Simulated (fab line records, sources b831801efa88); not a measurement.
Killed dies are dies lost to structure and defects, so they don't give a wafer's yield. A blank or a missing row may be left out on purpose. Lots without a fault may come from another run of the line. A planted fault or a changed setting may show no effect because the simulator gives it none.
One fault seen from 2 desks | flow gf180mcu | each desk has only its own numbers; what lay behind them comes last

THE METROLOGY DESK
What the gauges read, lot by lot, whatever tool the lot ran on: means of the sampled wafers that have a number. A lot is out of limits, marked OUT, if its mean lies more than 4 standard deviations from the usual mean; the brackets give that distance.
Columns: A = V4_CVD_02_THK at GF_V4_THK_MEAS_03, usual 854 nm; B = V4_OVL at GF_V4_OVL_MEAS_15, usual 1 nm
lot  | first seen here | A              | B
L858 | day 24 00:31    | 851            | -5
L859 | day 24 06:22    | 849            | -2
L862 | day 25 16:02    | 857            | 2
L866 | day 26 23:42    | 1484 (+63) OUT | -1
L867 | day 27 16:12    | 864            | 2
L868 | day 27 16:38    | 1487 (+63) OUT | 3
L869 | day 28 03:29    | 852            | -1
L873 | day 29 03:58    | 857            | 3
L875 | day 29 19:07    | 852            | -4
L877 | day 30 02:18    | 845            | 0
L879 | day 30 11:51    | 856            | -1
This desk's finding: out of limits on L866, L868; first on L866, day 26 23:42 (V4_CVD_02_THK at GF_V4_THK_MEAS_03). In limits: L858, L859, L862, L867, L869, L873, L875, L877, L879.

THE TOOL OWNER'S DESK: pecvd-02
The tool's own readings at GF_V4_CVD_02 (deposits SiO2 from TEOS, target thk 850 nm, time 94.851 s): means of the sampled wafers that have a number, for each lot that ran on this tool. A lot is out of limits, marked OUT, if its mean lies more than 4 standard deviations from the usual mean; the brackets give that distance.
Columns: A = heater_power_w at GF_V4_CVD_02, usual 686 W; B = rf_fwd_power_W at GF_V4_CVD_02, usual 596.0 W; C = susceptor_temp_C at GF_V4_CVD_02, usual 400.00 C
lot  | first seen here | A   | B     | C
L858 | day 24 00:27    | 801 | 596.9 | 400.24
L862 | day 25 15:58    | 693 | 594.0 | 399.89
L866 | day 26 23:38    | 802 | 593.8 | 399.98
L868 | day 27 16:34    | 738 | 595.8 | 400.08
L877 | day 30 02:14    | 813 | 596.7 | 400.04
L879 | day 30 11:46    | 839 | 597.8 | 399.84
This desk's finding: nothing out of limits on any of the 6 lots.

PUT TOGETHER
The metrology desk could have raised an alarm at day 26 23:42, on L866, L868.
The tool owner's desk saw nothing out of limits.
The tool owner's desk has L866, L868 on record, within its limits.
Of the lots named, all ran GF_V4_CVD_02 on pecvd-02.

WHAT THE SIMULATOR HAD PUT IN
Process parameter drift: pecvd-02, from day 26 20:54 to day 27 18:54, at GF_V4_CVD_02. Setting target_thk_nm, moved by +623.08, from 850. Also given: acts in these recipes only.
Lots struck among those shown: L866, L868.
Hours from the fault's start to each desk's first reading out of limits: the metrology desk, 3.
